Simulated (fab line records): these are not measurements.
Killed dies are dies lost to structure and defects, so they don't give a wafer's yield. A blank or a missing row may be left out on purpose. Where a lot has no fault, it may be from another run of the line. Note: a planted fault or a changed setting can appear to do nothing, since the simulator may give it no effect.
fab line records -- flow sky130
record: lots: 14, wafers: 39, last-day: 50
route steps=708 shown LDD_P@266 RES_XHIGH@338 SD_N@350 LI_CONTACT@381 PAD_OPEN@708
lots that met no fault: from a run of the same line without faults
start-h: start of the lot's first displayed wafer, in hours after the record's first day -- wait-h: how many hours have passed since the lot's step before this one -- " same as the row above -- L1.1+2: a single row standing in for several wafers -- - either no value or no given start -- * or withheld: withheld -- < > ~ a bound
route shown NAME@n: a module of which the file shows steps, and the number in the route of the first -- usual: mean and standard deviation over wafers with no fault -- same: alike in all rows -- chamber/n: place in a boat -- sites: per-site readings -- _std_site: how widely they spread, as a standard deviation -- _edge_site: outer sites' mean less inner sites' -- radius-mm: how far each site lies from the wafer's centre -- mask NAME#n: copy n -- behind: the tool/chamber that last shaped the wafer -- hold: the reason the lot was held/the length of the hold in hours/how it ended -- device: the transistor (n, p or np) that didn't switch -- end of line: tests of these same wafers at the route's end -- a step given without rows: its recipe and nothing more -- killed: not the wafer's yield, but the dies lost to structure and defects at the first sort -- map: a wafer's dies, x killed, . not, _ none there
set.NAME: the setting as run; set.NAME@STEP: as run at that earlier step -- model.NAME: the simulator's own value behind a step, which no gauge read
a sample of lots followed through the steps of the route, with each step as a table and each wafer as a row
services: the hour from which a tool's chamber was out of use, counted from the record's first day as start-h (under 0 if before that day), plus the number of hours and why
== steps ==
step: SKY_LDD_P_TW_MEAS_11
usual: LDD_P_TW: 631/4.1
lot.wafer,tool,chamber,start-h,wait-h,LDD_P_TW
L616.2,film-metro-03,-,425.90,0.1,632
L616.4,film-metro-03,-,425.90,0.1,632
L616.5,film-metro-03,-,425.90,0.1,633
L617.1,film-metro-04,-,434.64,0.1,627
L617.4,film-metro-04,-,434.64,0.1,625
L617.5,film-metro-04,-,434.64,0.1,627
L618.3,film-metro-04,-,453.36,0.1,628
L618.4,film-metro-04,-,453.36,0.1,627
L618.6,film-metro-04,-,453.36,0.1,625
L619.1,film-metro-01,-,454.11,0.1,631
L619.2,film-metro-01,-,454.11,0.1,633
L619.4,film-metro-01,-,454.11,0.1,634
L620.2,film-metro-03,-,468.12,0.1,632
L620.3,film-metro-03,-,468.12,0.1,635
L620.4,film-metro-03,-,468.12,0.1,638
L621.1,film-metro-03,-,483.36,0.1,632
L621.4,film-metro-03,-,483.36,0.1,634
L621.5,film-metro-03,-,483.36,0.1,630
L623.1,film-metro-03,-,501.81,0.1,631
L623.2,film-metro-03,-,501.81,0.1,634
L623.4,film-metro-03,-,501.81,0.1,631
L625.1,film-metro-03,-,515.84,0.1,633
L625.2,film-metro-03,-,515.84,0.1,633
L625.3,film-metro-03,-,515.84,0.1,631
L627.2,film-metro-01,-,537.12,0.1,631
L627.4,film-metro-01,-,537.12,0.1,631
L627.5,film-metro-01,-,537.12,0.1,634
L630.1,film-metro-01,-,562.96,0.1,635
L630.4,film-metro-01,-,562.96,0.1,632
L630.5,film-metro-01,-,562.96,0.1,634
L636.3,film-metro-03,-,607.93,0.1,633
L636.6,film-metro-03,-,607.93,0.1,629
L637.2,film-metro-03,-,626.40,0.1,633
L637.4,film-metro-03,-,626.40,0.1,634
L638.3,film-metro-04,-,627.43,0.1,629
L638.6,film-metro-04,-,627.43,0.1,629
L639.1,film-metro-01,-,637.24,0.1,638
L639.3,film-metro-01,-,637.24,0.1,635
L639.5,film-metro-01,-,637.24,0.1,635
step: SKY_RES_XHIGH_DEVELOP_06
recipe: resist: NOVOLAK, developer: TMAH, develop-time-s: 60, dev-temp-c: 23
lot.wafer,tool,chamber,start-h,wait-h
L616.2+4+5,litho-track-04,0,608.99,0.1
L617.1+4+5,litho-track-01,0,618.74,0.1
L618.3+4+6,litho-track-01,0,637.34,0.1
L619.1+2+4,litho-track-04,0,639.26,0.1
L620.2+3+4,litho-track-02,0,649.03,0.1
L621.1+4+5,litho-track-01,0,662.69,0.1
L623.1+2+4,litho-track-02,0,679.51,0.1
L625.1+2+3,litho-track-04,0,692.16,0.1
L627.2+4+5,litho-track-01,0,713.51,0.1
L630.1+4+5,litho-track-02,0,737.66,0.1
L636.3+6,litho-track-02,0,777.11,0.1
L637.2+4,litho-track-02,0,794.68,0.1
L638.3+6,litho-track-02,0,796.11,0.1
L639.1+3+5,litho-track-04,0,802.31,0.1
step: SKY_RES_XHIGH_TW_MEAS_09
usual: RES_XHIGH_TW: 1634/16
lot.wafer,tool,chamber,start-h,wait-h,RES_XHIGH_TW
L616.2,film-metro-04,-,609.37,0.1,1619
L616.4,film-metro-04,-,609.37,0.1,1623
L616.5,film-metro-04,-,609.37,0.1,1631
L617.1,film-metro-03,-,619.14,0.1,1620
L617.4,film-metro-03,-,619.14,0.1,1620
L617.5,film-metro-03,-,619.14,0.1,1630
L618.3,film-metro-04,-,637.71,0.1,1624
L618.4,film-metro-04,-,637.71,0.1,1624
L618.6,film-metro-04,-,637.71,0.1,1620
L619.1,film-metro-04,-,639.66,0.1,1622
L619.2,film-metro-04,-,639.66,0.1,1624
L619.4,film-metro-04,-,639.66,0.1,1629
L620.2,film-metro-04,-,649.42,0.1,1619
L620.3,film-metro-04,-,649.42,0.1,1622
L620.4,film-metro-04,-,649.42,0.1,1618
L621.1,film-metro-04,-,663.09,0.1,1614
L621.4,film-metro-04,-,663.09,0.1,1621
L621.5,film-metro-04,-,663.09,0.1,1617
L623.1,film-metro-04,-,679.91,0.1,1609
L623.2,film-metro-04,-,679.91,0.1,1608
L623.4,film-metro-04,-,679.91,0.1,1612
L625.1,film-metro-03,-,692.56,0.1,1635
L625.2,film-metro-03,-,692.56,0.1,1636
L625.3,film-metro-03,-,692.56,0.1,1635
L627.2,film-metro-03,-,713.90,0.1,1633
L627.4,film-metro-03,-,713.90,0.1,1637
L627.5,film-metro-03,-,713.90,0.1,1643
L630.1,film-metro-02,-,738.06,0.1,1651
L630.4,film-metro-02,-,738.06,0.1,1658
L630.5,film-metro-02,-,738.06,0.1,1651
L636.3,film-metro-03,-,777.48,0.1,30
L636.6,film-metro-03,-,777.48,0.1,1648
L637.2,film-metro-02,-,795.07,0.1,30
L637.4,film-metro-02,-,795.07,0.1,1647
L638.3,film-metro-02,-,796.48,0.1,30
L638.6,film-metro-02,-,796.48,0.1,1658
L639.1,film-metro-03,-,802.71,0.1,1632
L639.3,film-metro-03,-,802.71,0.1,1643
L639.5,film-metro-03,-,802.71,0.1,1627
step: SKY_SD_N_OVL_MEAS_08
usual: SD_N_OVL: 0.0/1.3
lot.wafer,tool,chamber,start-h,wait-h,SD_N_OVL[nm]
L616.2,overlay-02,-,639.24,0.1,0.4
L616.4,overlay-02,-,639.24,0.1,0.3
L616.5,overlay-02,-,639.24,0.1,-0.4
L617.1,overlay-02,-,648.11,0.1,-2.0
L617.4,overlay-02,-,648.11,0.1,1.0
L617.5,overlay-02,-,648.11,0.1,0.6
L618.3,overlay-02,-,666.48,0.1,-1.4
L618.4,overlay-02,-,666.48,0.1,-2.9
L618.6,overlay-02,-,666.48,0.1,-1.3
L619.1,overlay-01,-,668.41,0.1,-0.5
L619.2,overlay-01,-,668.41,0.1,-0.7
L619.4,overlay-01,-,668.41,0.1,-0.5
L620.2,overlay-01,-,677.66,0.1,3.2
L620.3,overlay-01,-,677.66,0.1,1.5
L620.4,overlay-01,-,677.66,0.1,2.4
L621.1,overlay-02,-,691.07,0.1,-1.0
L621.4,overlay-02,-,691.07,0.1,-2.1
L621.5,overlay-02,-,691.07,0.1,-2.0
L623.1,overlay-01,-,708.73,0.1,-1.5
L623.2,overlay-01,-,708.73,0.1,-0.6
L623.4,overlay-01,-,708.73,0.1,0.0
L625.1,overlay-02,-,720.22,0.1,-0.6
L625.2,overlay-02,-,720.22,0.1,0.4
L625.3,overlay-02,-,720.22,0.1,-0.9
L627.2,overlay-02,-,740.88,0.1,-1.0
L627.4,overlay-02,-,740.88,0.1,-1.4
L627.5,overlay-02,-,740.88,0.1,-1.6
L630.1,overlay-01,-,764.52,0.1,0.8
L630.4,overlay-01,-,764.52,0.1,1.9
L630.5,overlay-01,-,764.52,0.1,0.8
L636.3,overlay-01,-,802.87,0.1,0.5
L636.6,overlay-01,-,802.87,0.1,0.9
L637.2,overlay-02,-,821.54,0.1,0.6
L637.4,overlay-02,-,821.54,0.1,1.8
L638.3,overlay-01,-,823.42,0.1,-0.5
L638.6,overlay-01,-,823.42,0.1,0.2
L639.1,overlay-01,-,829.22,0.1,-0.6
L639.3,overlay-01,-,829.22,0.1,1.9
L639.5,overlay-01,-,829.22,0.1,-0.3
step: SKY_LI_CONTACT_SPUTTER_19
recipe: material: Ti, target-thk-nm: 20, chamber-pressure-pa: 5, power-w: 2500, substrate-temp-c: 200, time-s: 106.37
usual: chamber-pressure-pa: 4.998/0.011, throttle-valve-pct: 29.4/1
lot.wafer,tool,chamber,start-h,wait-h,chamber-pressure-pa,throttle-valve-pct
L616.2,pvd-sputter-01,-,670.97,0.0,5.017,29.2
L616.4,pvd-sputter-01,-,670.97,0.0,5.013,30.2
L616.5,pvd-sputter-01,-,670.97,0.0,5.011,29.1
L617.1,pvd-sputter-01,-,678.74,0.0,4.987,29.1
L617.4,pvd-sputter-01,-,678.74,0.0,5.001,30.0
L617.5,pvd-sputter-01,-,678.74,0.0,5.005,27.3
L618.3,pvd-sputter-01,-,697.10,0.0,4.989,29.2
L618.4,pvd-sputter-01,-,697.10,0.0,5.016,30.1
L618.6,pvd-sputter-01,-,697.10,0.0,4.986,29.1
L619.1,pvd-sputter-01,-,699.23,0.0,5.009,27.4
L619.2,pvd-sputter-01,-,699.23,0.0,4.993,31.0
L619.4,pvd-sputter-01,-,699.23,0.0,5.000,30.0
L620.2,pvd-sputter-04,-,708.01,0.0,4.987,29.5
L620.3,pvd-sputter-04,-,708.01,0.0,4.995,30.6
L620.4,pvd-sputter-04,-,708.01,0.0,4.990,29.4
L621.1,pvd-sputter-01,-,721.04,0.0,5.000,27.4
L621.4,pvd-sputter-01,-,721.04,0.0,4.996,31.1
L621.5,pvd-sputter-01,-,721.04,0.0,5.005,30.7
L623.1,pvd-sputter-01,-,738.74,0.0,4.993,29.1
L623.2,pvd-sputter-01,-,738.74,0.0,4.939,27.7
L623.4,pvd-sputter-01,-,738.74,0.0,4.988,31.1
L625.1,pvd-sputter-03,-,749.63,0.0,4.987,29.3
L625.2,pvd-sputter-03,-,749.63,0.0,4.987,30.2
L625.3,pvd-sputter-03,-,749.63,0.0,4.995,30.3
L627.2,pvd-sputter-03,-,769.61,0.0,4.990,29.3
L627.4,pvd-sputter-03,-,769.61,0.0,4.989,30.0
L627.5,pvd-sputter-03,-,769.61,0.0,4.995,29.4
L630.1,pvd-sputter-03,-,793.55,0.0,5.004,30.1
L630.4,pvd-sputter-03,-,793.55,0.0,5.007,29.3
L630.5,pvd-sputter-03,-,793.55,0.0,5.021,28.4
L636.3,pvd-sputter-01,-,831.71,0.0,5.003,29.0
L636.6,pvd-sputter-01,-,831.71,0.0,5.005,28.9
L637.2,pvd-sputter-04,-,849.50,0.0,4.997,29.0
L637.4,pvd-sputter-04,-,849.50,0.0,4.997,29.3
L638.3,pvd-sputter-04,-,852.56,0.0,4.992,29.5
L638.6,pvd-sputter-04,-,852.56,0.0,4.988,29.4
L639.1,pvd-sputter-01,-,857.59,0.0,4.982,29.2
L639.3,pvd-sputter-01,-,857.59,0.0,5.008,27.3
L639.5,pvd-sputter-01,-,857.59,0.0,4.989,27.0
step: SKY_PAD_OPEN_PROBE_99
usual: killed_at_M0_to_M3: 42/7.7, killed_at_M4_up: 3.1/1.9, killed-at-contacts: 24/4.9, killed-at-front-end: 15/4.6, killed-at-other: 0.3/0.51, killed-dies: 85/9.9, killed-on-rim: 17/4.1, killed-open: 47/7.1, killed-short: 38/6.7
same: gross-dies: 492, killed-at-back-side: 0
lot.wafer,tool,chamber,start-h,wait-h,killed_at_M0_to_M3,killed_at_M4_up,killed-at-contacts,killed-at-front-end,killed-at-other,killed-dies,killed-on-rim,killed-open,killed-short
L623.1,prober-02,-,1121.83,0.1,40,2,17,15,1,75,7,43,32
L623.2,prober-02,-,1121.88,0.1,42,1,34,16,0,93,18,45,48
L623.4,prober-02,-,1121.98,0.2,50,1,16,20,0,87,12,52,35
L625.1,prober-02,-,1130.15,0.1,58,6,29,18,0,111,17,63,48
L625.2,prober-02,-,1130.20,0.1,34,6,25,20,0,85,14,44,41
L625.3,prober-02,-,1130.25,0.2,40,2,29,13,0,84,14,45,39
L630.1,prober-01,-,1159.45,0.1,36,8,32,14,1,91,16,57,34
L630.4,prober-01,-,1159.60,0.2,31,0,30,24,1,86,13,42,43
L630.5,prober-01,-,1159.65,0.2,38,5,21,16,0,80,21,39,41
L636.3,prober-01,-,1185.91,0.2,32,6,22,13,419,492,96,36,37
L636.6,prober-01,-,1186.06,0.2,37,4,24,13,1,79,15,35,43
L637.2,prober-02,-,1195.23,0.1,52,2,19,20,399,492,96,50,43
L637.4,prober-02,-,1195.33,0.2,55,5,19,20,0,99,26,56,43
L638.3,prober-01,-,1197.57,0.2,44,2,29,15,402,492,96,47,43
L638.6,prober-01,-,1197.72,0.2,52,0,23,4,1,80,17,47,33
killed by level:class
L623.1 VIA1:geometric-particle:open=8 VIA2:geometric-particle:open=8 LI_CONTACT:geometric-particle:open=6 VIA3:geometric-particle:open=6 METAL2:geometric-particle:short=5 CONTACT:geometric-particle:open=4 VIA1:geometric-particle:short=4 POLY_GATE:geometric-particle:short=3
L623.2 LI_CONTACT:geometric-particle:open=10 METAL1:geometric-particle:short=9 LOCAL_INTERCONNECT:geometric-particle:short=8 VIA1:geometric-particle:open=8 CONTACT:geometric-particle:open=7 VIA1:geometric-particle:short=7 FIELD_ISO:geometric-particle:short=5 POLY_GATE:geometric-particle:open=5
L623.4 VIA1:geometric-particle:open=14 CONTACT:geometric-particle:open=8 VIA2:geometric-particle:open=7 POLY_GATE:geometric-particle:short=6 VIA3:geometric-particle:open=6 METAL2:geometric-particle:short=5 VIA1:geometric-particle:short=5 POLY_GATE:geometric-particle:open=4
L625.1 VIA1:geometric-particle:open=11 CONTACT:geometric-particle:open=10 VIA1:geometric-particle:short=10 VIA2:geometric-particle:open=10 LI_CONTACT:geometric-particle:open=9 VIA3:geometric-particle:open=7 METAL2:geometric-particle:short=6 FIELD_ISO:geometric-particle:open=5
L625.2 CONTACT:geometric-particle:open=11 LI_CONTACT:geometric-particle:open=10 METAL2:geometric-particle:short=7 FIELD_ISO:geometric-particle:short=5 VIA1:geometric-particle:short=5 VIA1:geometric-particle:open=5 FIELD_ISO:geometric-particle:open=4 POLY_GATE:geometric-particle:open=4
L625.3 CONTACT:geometric-particle:open=10 LI_CONTACT:geometric-particle:open=8 METAL1:geometric-particle:short=7 VIA3:geometric-particle:open=6 CONTACT:geometric-particle:short=5 METAL2:geometric-particle:short=5 VIA1:geometric-particle:open=4 METAL1:geometric-particle:open=4
L630.1 CONTACT:geometric-particle:open=12 LI_CONTACT:geometric-particle:open=10 VIA1:geometric-particle:open=8 VIA3:geometric-particle:open=7 POLY_GATE:geometric-particle:short=5 VIA1:geometric-particle:short=5 VIA2:geometric-particle:open=5 LI_CONTACT:geometric-particle:short=4
L630.4 VIA1:geometric-particle:open=8 POLY_GATE:geometric-particle:open=7 LI_CONTACT:geometric-particle:open=7 CONTACT:geometric-particle:open=7 LOCAL_INTERCONNECT:geometric-particle:short=6 CONTACT:geometric-particle:short=6 METAL1:geometric-particle:short=6 FIELD_ISO:geometric-particle:short=4
L630.5 LOCAL_INTERCONNECT:geometric-particle:short=8 METAL2:geometric-particle:short=7 CONTACT:geometric-particle:open=6 METAL1:geometric-particle:short=6 VIA3:geometric-particle:open=6 FIELD_ISO:geometric-particle:open=5 LI_CONTACT:geometric-particle:open=5 VIA2:geometric-particle:open=5
L636.3 RES_XHIGH:area-develop=418 CONTACT:geometric-particle:open=17 METAL3:geometric-particle:short=7 VIA1:geometric-particle:short=5 VIA1:geometric-particle:open=4 METAL2:geometric-particle:short=4 METAL4:geometric-particle:short=4 FIELD_ISO:geometric-particle:short=3
L636.6 CONTACT:geometric-particle:open=9 VIA2:geometric-particle:open=8 VIA1:geometric-particle:open=8 FIELD_ISO:geometric-particle:short=6 CONTACT:geometric-particle:short=6 POLY_GATE:geometric-particle:short=5 LOCAL_INTERCONNECT:geometric-particle:short=5 METAL2:geometric-particle:short=5
L637.2 RES_XHIGH:area-develop=399 VIA1:geometric-particle:open=10 METAL1:geometric-particle:short=7 VIA3:geometric-particle:open=7 VIA2:geometric-particle:open=6 LI_CONTACT:geometric-particle:open=6 CONTACT:geometric-particle:open=6 FIELD_ISO:geometric-particle:open=5
L637.4 VIA1:geometric-particle:open=10 VIA3:geometric-particle:open=10 VIA2:geometric-particle:open=8 FIELD_ISO:geometric-particle:open=7 METAL3:geometric-particle:short=7 LI_CONTACT:geometric-particle:open=7 CONTACT:geometric-particle:open=6 METAL1:geometric-particle:short=6
L638.3 RES_XHIGH:area-develop=402 CONTACT:geometric-particle:open=12 VIA1:geometric-particle:open=7 LI_CONTACT:geometric-particle:open=7 VIA3:geometric-particle:open=6 CONTACT:geometric-particle:short=5 METAL1:geometric-particle:short=5 METAL2:geometric-particle:short=5
L638.6 VIA1:geometric-particle:open=14 LI_CONTACT:geometric-particle:open=7 VIA1:geometric-particle:short=7 CONTACT:geometric-particle:short=6 CONTACT:geometric-particle:open=6 METAL2:geometric-particle:short=6 VIA3:geometric-particle:open=6 METAL2:geometric-particle:open=4
== services ==
tool,chamber,start-h,hours,kind
litho-track-04,-,590.76,-,consumable-replace:filter
pvd-sputter-01,-,605.60,0.7,repair
pvd-sputter-03,-,674.88,2.9,repair
litho-track-02,-,733.61,-,consumable-replace:filter
pvd-sputter-03,-,801.41,1.7,repair
litho-track-01,-,834.17,-,consumable-replace:filter
== key ==
first-sign: step: SKY_RES_XHIGH_TW_MEAS_09, reading: RES_XHIGH_TW, direction: down, sigmas: 99+, usual: 1634, struck: 30
effect: step: SKY_PAD_OPEN_PROBE_99, reading: killed-at-other, direction: up, sigmas: 99+, usual: 0.3, struck: 406.7
more-kills-born-at: SKY_RES_XHIGH_DEVELOP_06@litho-track-02: 1219
met-at SKY_RES_XHIGH_DEVELOP_06
struck-lots L636,L637,L638
struck-wafers L636.3,L637.2,L638.3
tester-left-out L636,L637,L638
not-acting-at SKY_LDD_P_TW_MEAS_11,SKY_SD_N_OVL_MEAS_08,SKY_LI_CONTACT_SPUTTER_19
onset-between 737.66 777.11
fault: kind: process-parameter-drift, tool: litho-track-02, chamber: -, onset-h: 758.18, steps: SKY_RES_XHIGH_DEVELOP_06, channel: develop-time-s, offset: *, shape: step, end-h: 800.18, scope: struck-wafers-only, acts-in: *, stated: *
tester-left-out: of these lots the tester's yield and bins aren't shown, on N5 and GAA mostly nor the transistor test; their killed dies are dies lost to structure and defects alone, not to doping, threshold or leakage, so they don't give the yield
